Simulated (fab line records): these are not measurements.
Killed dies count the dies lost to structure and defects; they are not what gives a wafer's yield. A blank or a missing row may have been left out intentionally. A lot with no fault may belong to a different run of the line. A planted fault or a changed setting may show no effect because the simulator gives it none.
Check for tools in common / flow gf180mcu / Sample size 11 lots and 33 wafers

## WHY THIS WAS OPENED
GF_CONTACT_RS_MEAS_25, reading CONTACT_W_RS: flagged on 2 of 11 lots. No-fault wafers: 0.383 ohm/sq, standard deviation 0.0039.
Rule: a lot is flagged when every wafer of it that has a number lies more than 4 standard deviations from that mean, or none has a number. The other lots count as sound.

lot=L405; measured=day 16 14:17; on=film_metro-03; CONTACT_W_RS (ohm/sq), wafer by wafer=0.380 0.378 0.387; flag=
lot=L410; measured=day 18 17:36; on=film_metro-01; CONTACT_W_RS (ohm/sq), wafer by wafer=0.469 0.468 0.465; flag=FLAGGED
lot=L411; measured=day 18 21:54; on=film_metro-03; CONTACT_W_RS (ohm/sq), wafer by wafer=0.456 0.459 0.464; flag=FLAGGED
lot=L418; measured=day 21 08:32; on=film_metro-01; CONTACT_W_RS (ohm/sq), wafer by wafer=0.381 0.377 0.380; flag=
lot=L419; measured=day 21 15:37; on=film_metro-04; CONTACT_W_RS (ohm/sq), wafer by wafer=0.384 0.388 0.386; flag=
lot=L420; measured=day 22 00:55; on=film_metro-04; CONTACT_W_RS (ohm/sq), wafer by wafer=0.387 0.383 0.383; flag=
lot=L422; measured=day 22 15:53; on=film_metro-03; CONTACT_W_RS (ohm/sq), wafer by wafer=0.385 0.385 0.382; flag=
lot=L423; measured=day 22 23:58; on=film_metro-01; CONTACT_W_RS (ohm/sq), wafer by wafer=0.383 0.385 0.386; flag=
lot=L424; measured=day 23 11:25; on=film_metro-03; CONTACT_W_RS (ohm/sq), wafer by wafer=0.381 0.386 0.375; flag=
lot=L426; measured=day 23 17:49; on=film_metro-01; CONTACT_W_RS (ohm/sq), wafer by wafer=0.378 0.382 0.381; flag=
lot=L427; measured=day 24 07:46; on=film_metro-03; CONTACT_W_RS (ohm/sq), wafer by wafer=0.377 0.380 0.379; flag=
Average over the flagged lots: 0.464 ohm/sq; offset from the usual +0.081 ohm/sq, equal to +21 standard deviations.

## LOT BY LOT: THE TOOL USED
2 process steps preceding the reading are held in the record, out of 602 steps in the route. Every cell lists first the tool, next ch and the chambers used by the sampled wafers, and last the start.
lot=L405; flag=; GF_SALICIDE_RTA_06=rtp_anneal-01 ch 0, day 15 14:38; GF_CONTACT_CVD_24=cvd_w-02 ch 0,1, day 16 14:10
lot=L410; flag=FLAGGED; GF_SALICIDE_RTA_06=rtp_anneal-02 ch 0, day 17 16:34; GF_CONTACT_CVD_24=cvd_w-02 ch 0,1, day 18 17:29
lot=L411; flag=FLAGGED; GF_SALICIDE_RTA_06=rtp_anneal-01 ch 0, day 17 20:06; GF_CONTACT_CVD_24=cvd_w-02 ch 0,1, day 18 21:47
lot=L418; flag=; GF_SALICIDE_RTA_06=rtp_anneal-01 ch 0, day 20 07:10; GF_CONTACT_CVD_24=cvd_w-01 ch 0,1, day 21 08:25
lot=L419; flag=; GF_SALICIDE_RTA_06=rtp_anneal-01 ch 0, day 20 14:32; GF_CONTACT_CVD_24=cvd_w-01 ch 0,1, day 21 15:30
lot=L420; flag=; GF_SALICIDE_RTA_06=rtp_anneal-01 ch 0, day 20 23:23; GF_CONTACT_CVD_24=cvd_w-01 ch 0,1, day 22 00:49
lot=L422; flag=; GF_SALICIDE_RTA_06=rtp_anneal-02 ch 0, day 21 15:19; GF_CONTACT_CVD_24=cvd_w-01 ch 0,1, day 22 15:46
lot=L423; flag=; GF_SALICIDE_RTA_06=rtp_anneal-02 ch 0, day 21 22:56; GF_CONTACT_CVD_24=cvd_w-01 ch 0,1, day 22 23:51
lot=L424; flag=; GF_SALICIDE_RTA_06=rtp_anneal-02 ch 0, day 22 10:17; GF_CONTACT_CVD_24=cvd_w-01 ch 0,1, day 23 11:17
lot=L426; flag=; GF_SALICIDE_RTA_06=rtp_anneal-02 ch 0, day 22 16:38; GF_CONTACT_CVD_24=cvd_w-02 ch 0,1, day 23 17:43
lot=L427; flag=; GF_SALICIDE_RTA_06=rtp_anneal-02 ch 0, day 23 07:37; GF_CONTACT_CVD_24=cvd_w-02 ch 0,1, day 24 07:39
What is done by these steps:
- GF_SALICIDE_RTA_06: time 30 s.
- GF_CONTACT_CVD_24: deposits W, target thk 300 nm, time 90.339 s.
- GF_CONTACT_RS_MEAS_25: measures by four-point-probe.

## FLAGGED AGAINST TOTAL, ONE TOOL AT A TIME (gauges that did the reading follow at the end)
step=GF_SALICIDE_RTA_06; tool=rtp_anneal-01; lots run=5; flagged=1; share of the flagged lots=some; sound lots run after its first flagged lot=3 (L418,L419,L420)
step=GF_SALICIDE_RTA_06; tool=rtp_anneal-02; lots run=6; flagged=1; share of the flagged lots=some; sound lots run after its first flagged lot=5 (L422,L423,L424,L426,L427)
step=GF_CONTACT_CVD_24; tool=cvd_w-01; lots run=6; flagged=0; share of the flagged lots=none; sound lots run after its first flagged lot=-
step=GF_CONTACT_CVD_24; tool=cvd_w-02; lots run=5; flagged=2; share of the flagged lots=all; sound lots run after its first flagged lot=2 (L426,L427)
step=GF_CONTACT_RS_MEAS_25; tool=film_metro-01; lots run=4; flagged=1; share of the flagged lots=some; sound lots run after its first flagged lot=3 (L418,L423,L426)
step=GF_CONTACT_RS_MEAS_25; tool=film_metro-03; lots run=5; flagged=1; share of the flagged lots=some; sound lots run after its first flagged lot=3 (L422,L424,L427)
step=GF_CONTACT_RS_MEAS_25; tool=film_metro-04; lots run=2; flagged=0; share of the flagged lots=none; sound lots run after its first flagged lot=-

## THE TABLE: WHAT IT ALLOWS
Rows of the table that ran each flagged lot: 1, that is cvd_w-02 at GF_CONTACT_CVD_24.
- cvd_w-02 at GF_CONTACT_CVD_24 ran 5 lots, 2 of them flagged. After the first flagged lot (L426, L427), sound lots still ran on it; a lasting fault on the whole tool would not permit that. Its own readings lie more than 4 standard deviations out on every wafer of the flagged lots: susceptor_temp_C.
Every row of the table either missed a flagged lot or ran a sound lot after the first.

## WHAT HAD BEEN PUT IN BY THE SIMULATOR
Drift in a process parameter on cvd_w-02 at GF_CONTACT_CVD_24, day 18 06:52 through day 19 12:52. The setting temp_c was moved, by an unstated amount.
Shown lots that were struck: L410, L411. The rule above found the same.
